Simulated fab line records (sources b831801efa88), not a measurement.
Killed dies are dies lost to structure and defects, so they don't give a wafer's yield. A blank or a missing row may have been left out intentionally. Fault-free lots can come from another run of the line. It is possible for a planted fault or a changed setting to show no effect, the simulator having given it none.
fab line records	flow sky130
record lots=11	wafers=33	last_day=51
route steps=708 shown VIA3@575 CAP2M@603 METAL4@633 PAD_OPEN@708
lots that met no fault: from a run of the same line without faults
start_h: hours from the record's first day to the start of the lot's first wafer shown	wait_h: hours elapsed since this lot's preceding step	" identical to the entry in the row above	L1.1+2: several wafers, shown together as one row	- either no value or no given start	* or withheld: withheld	< > ~ a bound
route shown NAME@n: a module of which the file shows steps, and the number in the route of the first	usual: average and standard deviation across the fault-free wafers	same: alike in all rows	chamber/n: place in a boat	sites: per-site readings	_std_site: standard deviation across them	_edge_site: the outer-site mean with the inner-site mean subtracted	radius_mm: for every site, how far away it sits from the centre of the wafer	mask NAME#n: copy n	behind: the last tool/chamber to shape the wafer	hold: why the lot went on hold/how many hours it stayed there/how the hold came to an end	device: the transistor (n, p or np) that didn't switch	end of line: the route-end tests of the same wafers	where a step has no rows: the recipe by itself	killed: count of dies lost to structure and defects at first sort (not the wafer's yield)	map: a wafer's dies, marking killed ones x, the rest . and places with no die _
set.NAME: the setting that was run; set.NAME@STEP: the one run at that earlier step	model.NAME: the simulator's own value behind a step, which no gauge read
one table for each step of the route and one row for each wafer, over a sample of lots
services: the hour from which a tool's chamber was out of use, counted from the record's first day as start_h (under 0 if before that day), plus the number of hours and why
## steps
# step SKY_VIA3_CMP_02
# recipe material=SiO2	down_force_psi=4	platen_rpm=60	pad_velocity_m_s=0.94248
# usual head_pressure_psi=4.000/0.01	motor_current_A=12.3/1.7
lot.wafer	tool	chamber	start_h	wait_h	head_pressure_psi	motor_current_A
L139.1	cmp-01	3	904.27	0.1	3.988	10.0
L139.2	"	1	"	"	3.996	13.5
L139.4	"	2	"	"	3.999	15.8
L140.1	cmp-01	3	926.07	0.1	3.985	9.5
L140.4	"	1	"	"	3.988	13.0
L140.5	"	2	"	"	3.996	16.7
L141.1	cmp-02	0	927.23	0.2	4.027	11.2
L141.4	"	1	"	"	3.984	14.1
L141.2	"	2	"	"	3.996	11.5
L143.3	cmp-02	2	950.96	0.1	3.980	12.0
L143.4	"	3	"	"	4.009	12.1
L143.5	"	1	"	"	3.993	13.4
L146.3	cmp-01	0	969.79	0.1	3.989	12.3
L146.4	"	1	"	"	4.016	12.8
L146.5	"	1	"	"	3.994	13.6
L148.4	cmp-02	3	985.20	0.1	3.999	11.4
L148.2	"	0	"	"	4.022	10.8
L148.3	"	1	"	"	4.012	14.4
L150.2	cmp-01	1	992.98	0.0	3.988	13.7
L150.1	"	0	"	"	4.001	12.3
L150.5	"	2	"	"	4.007	16.0
L149.4	cmp-02	2	994.72	0.0	3.993	11.8
L149.3	"	3	"	"	4.012	11.2
L149.6	"	3	"	"	4.006	11.7
L152.4	cmp-01	3	1019.21	0.0	4.002	9.7
L152.2	"	0	"	"	4.008	12.0
L152.1	"	1	"	"	4.003	14.1
L161.1	cmp-02	0	1069.80	0.2	3.997	11.3
L161.2	"	1	"	"	3.999	12.7
L161.5	"	3	"	"	4.004	11.6
L162.4	cmp-02	1	1074.33	0.0	4.013	13.9
L162.2	"	2	"	"	4.010	11.3
L162.5	"	1	"	"	3.991	13.5
# step SKY_VIA3_THK_MEAS_23
# recipe thk_meas_gauge=xrf	reads=W_of_VIA3_CVD_21
# usual VIA3_W_THK=380/5.1
lot.wafer	tool	chamber	start_h	wait_h	VIA3_W_THK[nm]
L139.1	film_metro-02	-	931.23	0.1	377
L139.2	"	-	"	"	380
L139.4	"	-	"	"	382
L140.1	film_metro-02	-	952.48	0.1	383
L140.4	"	-	"	"	379
L140.5	"	-	"	"	380
L141.1	film_metro-04	-	953.24	0.1	385
L141.2	"	-	"	"	380
L141.4	"	-	"	"	386
L143.3	film_metro-04	-	977.12	0.1	385
L143.4	"	-	"	"	384
L143.5	"	-	"	"	381
L146.3	film_metro-01	-	995.73	0.1	381
L146.4	"	-	"	"	376
L146.5	"	-	"	"	384
L148.2	film_metro-04	-	1009.97	0.1	372
L148.3	"	-	"	"	385
L148.4	"	-	"	"	375
L150.1	film_metro-02	-	1017.81	0.1	380
L150.2	"	-	"	"	387
L150.5	"	-	"	"	385
L149.3	film_metro-04	-	1019.92	0.1	380
L149.4	"	-	"	"	374
L149.6	"	-	"	"	373
L152.1	film_metro-01	-	1043.38	0.1	368
L152.2	"	-	"	"	377
L152.4	"	-	"	"	378
L161.1	film_metro-01	-	1092.77	0.1	376
L161.2	"	-	"	"	381
L161.5	"	-	"	"	382
L162.2	film_metro-01	-	1097.30	0.1	381
L162.4	"	-	"	"	385
L162.5	"	-	"	"	387
# step SKY_CAP2M_CVD_00
# recipe material=SiO2	target_thk_nm=15.5	temp_c=400	time_s=withheld	rf_w=450
# usual heater_power_w=702/79
lot.wafer	tool	chamber	start_h	wait_h	heater_power_w
L139.1	pecvd-02	0	931.74	0.0	708
L139.2	"	1	"	"	648
L139.4	"	1	"	"	656
L140.1	pecvd-03	1	953.00	0.0	759
L140.4	"	2	"	"	612
L140.5	"	1	"	"	762
L141.1	pecvd-02	2	953.75	0.0	692
L141.2	"	1	"	"	737
L141.4	"	0	"	"	762
L143.3	pecvd-02	2	977.62	0.0	688
L143.4	"	0	"	"	746
L143.5	"	1	"	"	758
L146.3	pecvd-03	0	996.29	0.0	669
L146.4	"	1	"	"	735
L146.5	"	0	"	"	670
L148.2	pecvd-04	2	1010.48	0.0	908
L148.3	"	1	"	"	616
L148.4	"	2	"	"	884
L150.1	pecvd-02	1	1018.33	0.0	697
L150.2	"	2	"	"	721
L150.5	"	0	"	"	768
L149.3	pecvd-02	0	1020.56	0.0	777
L149.4	"	2	"	"	709
L149.6	"	0	"	"	753
L152.1	pecvd-03	0	1043.90	0.0	670
L152.2	"	2	"	"	681
L152.4	"	0	"	"	657
L161.1	pecvd-02	2	1093.29	0.0	751
L161.2	"	1	"	"	753
L161.5	"	2	"	"	747
L162.2	pecvd-02	1	1097.80	0.0	724
L162.4	"	1	"	"	729
L162.5	"	2	"	"	703
# step SKY_CAP2M_THK_MEAS_01
# recipe reads=SiO2_of_CAP2M_CVD_00
# usual CAP2M_CVD_00_THK=15.60/0.23
lot.wafer	tool	chamber	start_h	wait_h	CAP2M_CVD_00_THK[nm]
L139.1	film_metro-04	-	931.76	-	15.16
L139.2	"	-	"	"	15.24
L139.4	"	-	"	"	15.72
L140.1	film_metro-03	-	953.02	-	15.66
L140.4	"	-	"	"	15.58
L140.5	"	-	"	"	15.56
L141.1	film_metro-04	-	953.77	-	15.53
L141.2	"	-	"	"	15.59
L141.4	"	-	"	"	15.39
L143.3	film_metro-03	-	977.66	-	15.68
L143.4	"	-	"	"	15.83
L143.5	"	-	"	"	15.79
L146.3	film_metro-01	-	996.33	-	15.38
L146.4	"	-	"	"	15.51
L146.5	"	-	"	"	15.50
L148.2	film_metro-01	-	1010.51	-	15.31
L148.3	"	-	"	"	15.46
L148.4	"	-	"	"	15.58
L150.1	film_metro-03	-	1018.35	-	15.50
L150.2	"	-	"	"	15.77
L150.5	"	-	"	"	15.73
L149.3	film_metro-03	-	1020.61	-	15.56
L149.4	"	-	"	"	16.02
L149.6	"	-	"	"	15.80
L152.1	film_metro-01	-	1043.92	-	15.26
L152.2	"	-	"	"	15.43
L152.4	"	-	"	"	15.68
L161.1	film_metro-04	-	1093.31	-	14.33
L161.2	"	-	"	"	15.58
L161.5	"	-	"	"	16.12
L162.2	film_metro-01	-	1097.91	-	15.67
L162.4	"	-	"	"	14.52
L162.5	"	-	"	"	15.86
# step SKY_CAP2M_OVL_MEAS_12
# usual CAP2M_OVL=-1.3/1.3
lot.wafer	tool	chamber	start_h	wait_h	CAP2M_OVL[nm]
L139.1	overlay-02	-	956.58	0.1	-1.7
L139.2	"	-	"	"	-2.3
L139.4	"	-	"	"	-1.0
L140.1	overlay-01	-	977.95	0.1	-3.1
L140.4	"	-	"	"	-2.4
L140.5	"	-	"	"	-1.9
L141.1	overlay-02	-	978.38	0.1	0.6
L141.2	"	-	"	"	-0.6
L141.4	"	-	"	"	-0.8
L143.3	overlay-02	-	1001.18	0.1	-2.4
L143.4	"	-	"	"	-2.7
L143.5	"	-	"	"	-2.7
L146.3	overlay-01	-	1019.79	0.1	-2.9
L146.4	"	-	"	"	-3.6
L146.5	"	-	"	"	-2.8
L148.2	overlay-02	-	1033.04	0.1	-0.3
L148.3	"	-	"	"	-4.3
L148.4	"	-	"	"	-0.7
L150.1	overlay-02	-	1040.87	0.1	-1.6
L150.2	"	-	"	"	-1.5
L150.5	"	-	"	"	-3.4
L149.3	overlay-01	-	1043.12	0.1	-1.7
L149.4	"	-	"	"	-2.1
L149.6	"	-	"	"	-1.6
L152.1	overlay-01	-	1065.90	0.1	0.2
L152.2	"	-	"	"	0.0
L152.4	"	-	"	"	-1.4
L161.1	overlay-02	-	1114.19	0.1	-1.3
L161.2	"	-	"	"	-2.0
L161.5	"	-	"	"	-2.3
L162.2	overlay-01	-	1118.38	0.1	-1.0
L162.4	"	-	"	"	-1.6
L162.5	"	-	"	"	0.4
# step SKY_METAL4_ETCH_17
# recipe target=SiO2	stop_on=TiN	chemistry=C4F8/O2/Ar	source_w=1500	bias_w=1200	pressure_mtorr=40	c4f8_flow_sccm=withheld	O2_flow_sccm=6	Ar_flow_sccm=300	time_s=3.9	target_depth_a=150
# usual oes_product_au=0.757/0.0071
# same time_s=3.9
lot.wafer	tool	chamber	start_h	wait_h	oes_product_au	rf_hours_counter_h
L139.1	rie_diel-01	3	982.01	0.1	0.737	14
L139.2	"	1	"	"	0.749	7
L139.4	"	2	"	"	0.754	4
L140.1	rie_diel-04	1	1002.57	0.1	0.759	17
L140.4	"	0	"	"	0.755	9
L140.5	"	3	"	"	0.746	-
L141.1	rie_diel-02	3	1002.86	0.1	0.764	14
L141.2	"	1	"	"	0.755	23
L141.4	"	2	"	"	0.758	4
L143.3	rie_diel-02	3	1025.52	0.0	0.757	14
L143.4	"	1	"	"	0.758	23
L143.5	"	0	"	"	0.760	-
L146.3	rie_diel-04	0	1043.09	0.0	0.750	11
L146.4	"	1	"	"	0.757	19
L146.5	"	3	"	"	0.754	-
L148.2	rie_diel-04	0	1056.89	0.1	0.755	11
L148.3	"	2	"	"	0.755	26
L148.4	"	1	"	"	0.765	19
L150.1	rie_diel-02	2	1063.92	0.1	0.751	6
L150.2	"	0	"	"	0.759	18
L150.5	"	2	"	"	0.764	-
L149.3	rie_diel-04	2	1066.16	0.0	0.760	26
L149.4	"	1	"	"	0.763	19
L149.6	"	0	"	"	0.758	-
L152.1	rie_diel-04	1	1087.92	0.1	0.741	20
L152.2	"	3	"	"	0.759	21
L152.4	"	0	"	"	0.766	12
L161.1	rie_diel-02	2	1134.81	0.1	0.731	9
L161.2	"	3	"	"	0.746	18
L161.5	"	2	"	"	0.773	-
L162.2	rie_diel-01	0	1138.99	0.1	0.760	21
L162.4	"	2	"	"	0.729	8
L162.5	"	1	"	"	0.761	-
# step SKY_PAD_OPEN_PROBE_99
# usual defect_limited_yield=82.2/2.1	killed_at_M0_to_M3=44/7.4	killed_at_M4_up=3.1/1.8	killed_at_contacts=25/6	killed_at_front_end=15/4.4	killed_at_other=0.3/0.49	killed_dies=88/10	killed_open=48/7.4	killed_short=39/6.3	sort_bin_3_pad_short=0.9/0.4	sort_bin_5_function=10.5/1.5	sort_bin_6_memory=6.5/1.3	sort_n_pass=404/10	sort_yield_pct=82.2/2.1
# same gross_dies=492	killed_at_back_side=0	sort_bin_4_leakage[%]=0	sort_bin_8_speed[%]=0
lot.wafer	tool	chamber	start_h	wait_h	defect_limited_yield[%]	killed_at_M0_to_M3	killed_at_M4_up	killed_at_contacts	killed_at_front_end	killed_at_other	killed_dies	killed_open	killed_short	sort_bin_3_pad_short[%]	sort_bin_5_function[%]	sort_bin_6_memory[%]	sort_n_pass	sort_yield_pct[%]
L152.1	prober-01	-	1171.17	0.1	82.3	45	2	29	11	0	87	57	30	0.8	11.8	5.1	405	82.3
L152.2	prober-01	-	1171.22	0.1	84.3	32	2	25	18	0	77	43	34	0.6	6.7	8.3	415	84.3
L152.4	prober-01	-	1171.32	0.2	86.2	25	5	24	14	0	68	32	36	1.0	8.1	4.7	424	86.2
# killed by level:class
L152.1 LI_CONTACT:geometric_particle:open=13 VIA1:geometric_particle:open=12 CONTACT:geometric_particle:open=11 METAL1:geometric_particle:short=7 VIA3:geometric_particle:open=6 VIA2:geometric_particle:open=5 METAL3:geometric_particle:short=5 VIA1:geometric_particle:short=4
L152.2 LI_CONTACT:geometric_particle:open=8 CONTACT:geometric_particle:open=8 POLY_GATE:geometric_particle:open=7 VIA2:geometric_particle:open=6 POLY_GATE:geometric_particle:short=5 METAL3:geometric_particle:short=5 METAL1:geometric_particle:short=4 VIA1:geometric_particle:open=4
L152.4 CONTACT:geometric_particle:short=9 LI_CONTACT:geometric_particle:open=7 CONTACT:geometric_particle:open=7 POLY_GATE:geometric_particle:open=5 METAL2:geometric_particle:short=5 VIA1:geometric_particle:open=4 METAL4:geometric_particle:short=4 VIA1:geometric_particle:short=3
## services
tool	chamber	start_h	hours	kind
rie_diel-04	1	884.78	2.2	repair
cmp-01	-	912.00	4.0	pm
rie_diel-02	3	914.49	4.4	repair
rie_diel-04	0	916.28	13.4	repair
cmp-01	-	926.94	4.5	pm
rie_diel-02	-	927.64	14.6	pm
pecvd-03	2	928.74	2.3	repair
cmp-01	-	931.99	0.6	repair
pecvd-02	1	941.01	5.4	repair
rie_diel-02	3	945.80	5.2	repair
rie_diel-04	2	961.69	24.4	repair
cmp-01	-	966.19	0.7	repair
rie_diel-02	0	979.05	8.9	repair
cmp-02	-	990.81	1.2	repair
pecvd-02	-	1003.34	2.8	pm
cmp-02	-	1018.53	4.6	pm
pecvd-03	-	1047.64	0.6	repair
pecvd-03	0	1075.76	1.7	repair
cmp-02	-	1084.04	4.0	pm
rie_diel-04	3	1089.70	3.3	repair
rie_diel-04	3	1099.33	8.9	repair
cmp-02	-	1099.50	0.8	repair
cmp-01	-	1110.06	5.3	pm
rie_diel-02	0	1132.02	8.6	repair
## key
first_sign step=SKY_CAP2M_THK_MEAS_01	reading=CAP2M_CVD_00_THK	direction=down	sigmas=5.2	usual=15.60	struck=14.42
effect step=SKY_METAL4_ETCH_17	reading=oes_product_au	direction=down	sigmas=3.9	usual=0.757	struck=0.730
met_at SKY_CAP2M_CVD_00
struck_lots L161,L162
struck_wafers L161.1,L162.4
not_acting_at SKY_VIA3_CMP_02,SKY_VIA3_THK_MEAS_23,SKY_CAP2M_OVL_MEAS_12
onset_between 1020.56 1093.29
fault kind=process_parameter_drift	tool=pecvd-02	chamber=-	onset_h=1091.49	steps=SKY_CAP2M_CVD_00	channel=target_thk_nm	offset=-1.3216	shape=step	end_h=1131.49	scope=struck_wafers_only	acts_in=these_recipes_only	stated=15.5
